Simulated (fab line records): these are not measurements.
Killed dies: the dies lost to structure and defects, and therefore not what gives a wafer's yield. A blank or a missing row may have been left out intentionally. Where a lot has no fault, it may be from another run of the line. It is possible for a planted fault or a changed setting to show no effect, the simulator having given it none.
Chamber matching	flow sky130	SKY_POLY_GATE_ETCH_17 on rie-si-02 has 4 sister chambers
The step etches poly-Si in HBr/Cl2, stops on SiO2, target depth 180 nm, time 70.5 s. 22 wafers are shown with their chamber, then 11 later ones without.

WAFERS PAIRED WITH THEIR CHAMBERS
wafer	chamber	drypump-motor-current-A (A)	oes-product-au (a.u.)	throttle-valve-pct (%)
L076.1	0	5.62	0.980	33.678
L076.4	1	5.40	0.971	33.670
L076.5	1	5.41	0.978	33.662
L077.1	2	5.90	0.975	33.690
L077.2	0	5.61	0.987	33.684
L077.3	3	5.61	0.974	33.691
L078.1	3	5.64	0.971	33.678
L078.3	0	5.61	0.971	33.699
L078.4	2	5.90	0.979	33.677
L080.1	0	5.64	0.979	33.677
L080.3	3	5.60	0.971	33.688
L080.5	1	5.39	0.956	33.679
L084.1	0	5.62	0.992	33.684
L084.3	1	5.39	0.982	33.672
L084.4	2	5.88	0.992	33.675
L087.1	2	5.87	0.977	33.694
L087.2	1	5.38	0.958	33.661
L087.5	1	5.39	0.964	33.693
L089.2	1	5.39	0.963	33.683
L089.3	3	5.63	0.975	33.681
L089.6	3	5.63	0.980	33.676
L092.1	3	5.60	0.972	33.675

SIGNATURES (means of the wafers above)
reading	chamber 0	chamber 1	chamber 2	chamber 3	scatter within a chamber
drypump-motor-current-A	5.6200	5.3929	5.8875	5.6183	0.0135
oes-product-au	0.98180	0.96743	0.98075	0.97383	0.00775
throttle-valve-pct	33.68440	33.67429	33.68400	33.68150	0.0094
Rule: distance of a wafer from a chamber = root of the sum over the readings of ((wafer's reading minus chamber's mean) / reading's scatter) squared. The wafer belongs to the nearest chamber; if the next one is less than 2 further off, it can't be placed. The scatter is the square root of a quotient: the sum, over the shown wafers, of each reading's squared deviation from its chamber's mean, divided by wafers minus chambers.

WAFERS WHOSE CHAMBER IS MISSING
wafer	drypump-motor-current-A (A)	oes-product-au (a.u.)	throttle-valve-pct (%)
L092.2	5.39	0.960	33.679
L092.4	5.88	0.974	33.690
L093.3	5.40	0.971	33.682
L093.5	5.42	0.970	33.684
L093.6	5.63	0.975	33.701
L095.1	5.63	0.986	33.709
L095.2	5.88	0.967	33.683
L095.3	5.41	0.967	33.680
L097.2	5.42	0.976	33.697
L097.4	5.89	0.988	33.695
L097.6	5.43	0.970	33.687

WHICH CHAMBER EACH ONE RAN IN
wafer	from the rows above	in truth
L092.2	1	1
L092.4	2	2
L093.3	1	1
L093.5	1	1
L093.6	can't be placed: 0 or 3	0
L095.1	can't be placed: 0 or 3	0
L095.2	2	2
L095.3	1	1
L097.2	1	1
L097.4	2	2
L097.6	1	1
9 of 11 placed correctly. Not placeable from these rows: 2 (in 2, the candidates include the true chamber). Number placed wrongly: 0.
